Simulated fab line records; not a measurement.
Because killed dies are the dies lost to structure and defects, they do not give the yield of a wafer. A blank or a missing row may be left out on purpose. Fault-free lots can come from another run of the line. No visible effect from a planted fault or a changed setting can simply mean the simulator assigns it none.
Tool commonality check / flow gf180mcu / 13 lots, 39 wafers sampled

== THE REASON FOR OPENING IT ==
GF_HV_LDD_TW_MEAS_50, reading HV_LDD_4_TW: flagged on 2 of 13 lots. Fault-free wafers read 569, with a standard deviation of 7.
Rule: a lot is flagged when every wafer of it that has a number lies more than 4 standard deviations from that mean, or none has a number. As for the other lots, they are considered sound.

lot=L327; measured=day 12 11:56; on=filmMetro-01; HV_LDD_4_TW, wafer by wafer=564 561 566; flag=
lot=L329; measured=day 13 00:38; on=filmMetro-03; HV_LDD_4_TW, wafer by wafer=579 581 579; flag=
lot=L330; measured=day 13 12:30; on=filmMetro-01; HV_LDD_4_TW, wafer by wafer=565 564 568; flag=
lot=L331; measured=day 13 19:08; on=filmMetro-03; HV_LDD_4_TW, wafer by wafer=579 579 578; flag=
lot=L332; measured=day 14 03:31; on=filmMetro-04; HV_LDD_4_TW, wafer by wafer=563 563 564; flag=
lot=L337; measured=day 15 17:27; on=filmMetro-01; HV_LDD_4_TW, wafer by wafer=565 562 565; flag=
lot=L340; measured=day 16 17:58; on=filmMetro-01; HV_LDD_4_TW, wafer by wafer=498 495 496; flag=FLAGGED
lot=L341; measured=day 17 00:29; on=filmMetro-04; HV_LDD_4_TW, wafer by wafer=493 495 495; flag=FLAGGED
lot=L343; measured=day 17 17:56; on=filmMetro-01; HV_LDD_4_TW, wafer by wafer=567 567 568; flag=
lot=L344; measured=day 18 01:59; on=filmMetro-04; HV_LDD_4_TW, wafer by wafer=565 569 571; flag=
lot=L348; measured=day 19 17:26; on=filmMetro-03; HV_LDD_4_TW, wafer by wafer=575 572 574; flag=
lot=L349; measured=day 20 03:37; on=filmMetro-03; HV_LDD_4_TW, wafer by wafer=576 579 575; flag=
lot=L350; measured=day 20 03:41; on=filmMetro-01; HV_LDD_4_TW, wafer by wafer=564 566 567; flag=
The numbers of the flagged lots are 495 on average: -74 against the usual, or -11 standard deviations.

== WHICH TOOL RAN EACH LOT ==
2 process steps preceding the reading are held in the record, out of 602 steps in the route. Read each cell as the tool, then ch plus the chambers that the sampled wafers visited, then the start.
lot=L327; flag=; GF_DUAL_GATE_STRIP_13=plasmaAsher-03 ch 0,1, day 8 10:54; GF_HV_LDD_IMPLANT_48=implanter-04 ch 0, day 12 11:41
lot=L329; flag=; GF_DUAL_GATE_STRIP_13=plasmaAsher-04 ch 0,1, day 8 21:50; GF_HV_LDD_IMPLANT_48=implanter-03 ch 0, day 13 00:23
lot=L330; flag=; GF_DUAL_GATE_STRIP_13=plasmaAsher-04 ch 0,1, day 9 06:57; GF_HV_LDD_IMPLANT_48=implanter-03 ch 0, day 13 12:16
lot=L331; flag=; GF_DUAL_GATE_STRIP_13=plasmaAsher-04 ch 0,1, day 9 13:45; GF_HV_LDD_IMPLANT_48=implanter-03 ch 0, day 13 18:53
lot=L332; flag=; GF_DUAL_GATE_STRIP_13=plasmaAsher-04 ch 0,1, day 9 19:50; GF_HV_LDD_IMPLANT_48=implanter-01 ch 0, day 14 03:17
lot=L337; flag=; GF_DUAL_GATE_STRIP_13=plasmaAsher-03 ch 0,1, day 11 06:17; GF_HV_LDD_IMPLANT_48=implanter-04 ch 0, day 15 17:13
lot=L340; flag=FLAGGED; GF_DUAL_GATE_STRIP_13=plasmaAsher-02 ch 0,1, day 12 02:22; GF_HV_LDD_IMPLANT_48=implanter-03 ch 0, day 16 17:44
lot=L341; flag=FLAGGED; GF_DUAL_GATE_STRIP_13=plasmaAsher-02 ch 0,1, day 12 08:09; GF_HV_LDD_IMPLANT_48=implanter-03 ch 0, day 17 00:14
lot=L343; flag=; GF_DUAL_GATE_STRIP_13=plasmaAsher-02 ch 1, day 13 00:23; GF_HV_LDD_IMPLANT_48=implanter-01 ch 0, day 17 17:43
lot=L344; flag=; GF_DUAL_GATE_STRIP_13=plasmaAsher-04 ch 0,1, day 13 05:18; GF_HV_LDD_IMPLANT_48=implanter-01 ch 0, day 18 01:44
lot=L348; flag=; GF_DUAL_GATE_STRIP_13=plasmaAsher-04 ch 0,1, day 14 10:53; GF_HV_LDD_IMPLANT_48=implanter-01 ch 0, day 19 17:12
lot=L349; flag=; GF_DUAL_GATE_STRIP_13=plasmaAsher-03 ch 0,1, day 14 18:53; GF_HV_LDD_IMPLANT_48=implanter-03 ch 0, day 20 03:22
lot=L350; flag=; GF_DUAL_GATE_STRIP_13=plasmaAsher-04 ch 1, day 14 21:37; GF_HV_LDD_IMPLANT_48=implanter-01 ch 0, day 20 03:26
What the steps here do:
- GF_DUAL_GATE_STRIP_13: strips in O2/N2.
- GF_HV_LDD_IMPLANT_48
- GF_HV_LDD_TW_MEAS_50

== FLAGGED AGAINST TOTAL, ONE TOOL AT A TIME (gauges that did the reading follow at the end) ==
step=GF_DUAL_GATE_STRIP_13; tool=plasmaAsher-02; lots run=3; flagged=2; share of the flagged lots=all; sound lots run after its first flagged lot=1 (L343)
step=GF_DUAL_GATE_STRIP_13; tool=plasmaAsher-03; lots run=3; flagged=0; share of the flagged lots=none; sound lots run after its first flagged lot=-
step=GF_DUAL_GATE_STRIP_13; tool=plasmaAsher-04; lots run=7; flagged=0; share of the flagged lots=none; sound lots run after its first flagged lot=-
step=GF_HV_LDD_IMPLANT_48; tool=implanter-01; lots run=5; flagged=0; share of the flagged lots=none; sound lots run after its first flagged lot=-
step=GF_HV_LDD_IMPLANT_48; tool=implanter-03; lots run=6; flagged=2; share of the flagged lots=all; sound lots run after its first flagged lot=1 (L349)
step=GF_HV_LDD_IMPLANT_48; tool=implanter-04; lots run=2; flagged=0; share of the flagged lots=none; sound lots run after its first flagged lot=-
step=GF_HV_LDD_TW_MEAS_50; tool=filmMetro-01; lots run=6; flagged=1; share of the flagged lots=some; sound lots run after its first flagged lot=2 (L343,L350)
step=GF_HV_LDD_TW_MEAS_50; tool=filmMetro-03; lots run=4; flagged=0; share of the flagged lots=none; sound lots run after its first flagged lot=-
step=GF_HV_LDD_TW_MEAS_50; tool=filmMetro-04; lots run=3; flagged=1; share of the flagged lots=some; sound lots run after its first flagged lot=1 (L344)

== WHAT THE TABLE PERMITS ==
In 2 table rows, all flagged lots were run: plasmaAsher-02 (GF_DUAL_GATE_STRIP_13), implanter-03 (GF_HV_LDD_IMPLANT_48).
- plasmaAsher-02 at GF_DUAL_GATE_STRIP_13 ran 3 lots, 2 of them flagged. Lots that were sound ran on it after the first flagged one (L343); a persistent fault on the entire tool would not allow that.
- implanter-03 at GF_HV_LDD_IMPLANT_48 ran 6 lots, 2 of them flagged. Lots that were sound ran on it after the first flagged one (L349); a persistent fault on the entire tool would not allow that. Its own readings (doseIonsCm2, faradayCurrentUA) fall more than 4 standard deviations out on all wafers of the flagged lots.
Not one row of the table ran every flagged lot while running no sound lot after the first.

== WHAT THE SIMULATOR HAD INSERTED ==
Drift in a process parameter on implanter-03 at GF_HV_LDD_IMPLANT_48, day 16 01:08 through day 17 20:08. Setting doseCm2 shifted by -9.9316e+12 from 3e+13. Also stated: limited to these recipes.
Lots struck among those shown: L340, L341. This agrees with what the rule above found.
